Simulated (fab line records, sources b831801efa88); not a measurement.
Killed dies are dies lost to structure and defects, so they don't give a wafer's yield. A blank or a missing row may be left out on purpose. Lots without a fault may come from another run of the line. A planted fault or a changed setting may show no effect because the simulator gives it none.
Which tool did it? | flow gf180mcu | 12 lots, 36 wafers sampled, at 2 steps of a route of 602

WHAT THE GAUGES READ, wafer by wafer
GF_V2_OVL_MEAS_15.
lot  | measured     | on         | V2_OVL (nm)
L075 | day 20 09:18 | overlay-02 | 4 3 10
L077 | day 21 14:20 | overlay-02 | 2 1 -1
L079 | day 22 07:53 | overlay-02 | 5 14 6
L081 | day 22 14:57 | overlay-01 | 9 6 -2
L083 | day 23 12:17 | overlay-01 | 2 8 10
L085 | day 24 06:21 | overlay-01 | -2 -2 2
L087 | day 25 03:14 | overlay-02 | 1 -3 3
L089 | day 25 22:50 | overlay-02 | 3 2 -1
L091 | day 26 10:51 | overlay-01 | 2 -8 1
L093 | day 26 23:22 | overlay-02 | 10 -3 -1
L095 | day 27 12:22 | overlay-02 | -3 0 0
L097 | day 28 00:45 | overlay-02 | 15 2 3

WHICH TOOL RAN EACH LOT (tool, then ch and the chambers of the sampled wafers, then the start)
lot  | GF_V1_CVD_23
L075 | cvd_w-01 ch 0,1, day 18 06:50
L077 | cvd_w-02 ch 0,1, day 19 11:49
L079 | cvd_w-01 ch 0,1, day 20 06:09
L081 | cvd_w-02 ch 0,1, day 20 14:23
L083 | cvd_w-02 ch 0,1, day 21 13:07
L085 | cvd_w-02 ch 0,1, day 22 06:23
L087 | cvd_w-02 ch 0,1, day 23 04:16
L089 | cvd_w-02 ch 0,1, day 24 01:25
L091 | cvd_w-02 ch 0,1, day 24 14:37
L093 | cvd_w-02 ch 0,1, day 25 02:29
L095 | cvd_w-01 ch 0,1, day 25 17:35
L097 | cvd_w-01 ch 0,1, day 26 06:00
- GF_V1_CVD_23: deposits W, target thk 350 nm, time 105.05 s.

THE ANSWER, worked out from the rows above alone
Rule: what is usual is taken from the lots themselves. Put in order of their means at a reading, lots are off if they are a third of the lots or fewer, leave a main group of 4 or more, and stand apart from it by a gap of 3 or more times the standard deviation of the main group's means; of several such gaps the widest counts. A main group whose means are all the same, to the digits that the tables above print for the reading, isn't used. A lot without any number at a reading at which 4 lots or more have one is off too. The other lots that the step has rows for count as sound.
No lot is off at any reading shown: from this, nothing can be told.

WHAT THE SIMULATOR HAD PUT IN
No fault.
